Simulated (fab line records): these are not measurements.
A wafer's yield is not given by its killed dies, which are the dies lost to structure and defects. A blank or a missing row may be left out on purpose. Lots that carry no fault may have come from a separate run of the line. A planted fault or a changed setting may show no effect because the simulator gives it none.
Which of the tools did it? | flow gf180mcu | Sampling: 12 lots, 36 wafers, 2 of 602 route steps

== WHAT EACH GAUGE READ, for each wafer ==
GF_V2_BOW_MEAS_05.
lot  | measured     | on            | V2_BOW (um)
L075 | day 19 15:50 | film-metro-03 | 105 95 100
L077 | day 20 10:38 | film-metro-04 | 109 104 110
L079 | day 21 02:38 | film-metro-03 | 97 112 111
L081 | day 21 20:35 | film-metro-01 | 90 99 84
L083 | day 22 14:01 | film-metro-03 | 89 114 110
L085 | day 23 08:43 | film-metro-01 | 103 100 103
L087 | day 24 10:21 | film-metro-01 | 97 105 88
L089 | day 25 01:19 | film-metro-01 | 81 98 91
L091 | day 25 10:17 | film-metro-04 | 102 103 115
L093 | day 26 02:50 | film-metro-03 | 94 97 90
L095 | day 26 14:53 | film-metro-03 | 107 102 108
L097 | day 27 02:55 | film-metro-04 | 93 96 93

== TOOL THAT RAN EACH LOT (tool first, then ch and the chambers of the sampled wafers, then the start) ==
lot  | GF_M1_STRIP_17
L075 | plasma-asher-04 ch 0,1, day 17 12:41
L077 | plasma-asher-01 ch 0,1, day 18 05:49
L079 | plasma-asher-03 ch 1, day 18 21:49
L081 | plasma-asher-01 ch 0,1, day 19 16:41
L083 | plasma-asher-01 ch 0,1, day 20 10:38
L085 | plasma-asher-03 ch 0,1, day 21 06:08
L087 | plasma-asher-04 ch 0,1, day 22 07:37
L089 | plasma-asher-03 ch 0,1, day 23 00:19
L091 | plasma-asher-01 ch 0,1, day 23 09:29
L093 | plasma-asher-03 ch 0,1, day 24 02:36
L095 | plasma-asher-01 ch 0,1, day 24 15:20
L097 | plasma-asher-01 ch 0,1, day 25 04:37
- GF_M1_STRIP_17: strips in O2/N2.

== THE ANSWER, worked out from the rows above alone ==
Rule: the lots themselves supply what counts as usual. Put in order of their means at a reading, lots are off if they are a third of the lots or fewer, leave a main group of 4 or more, and stand apart from it by a gap of 3 or more times the standard deviation of the main group's means; of several such gaps the widest counts. The tables above print the reading to a certain number of digits; a main group whose means all agree to those digits is not used. Also off: a lot with no number at a reading for which 4 or more lots have one. Any other lot the step has rows for is counted as sound.
Nothing can be told from this: no lot is off at any reading shown.

== WHAT WAS PUT IN BY THE SIMULATOR ==
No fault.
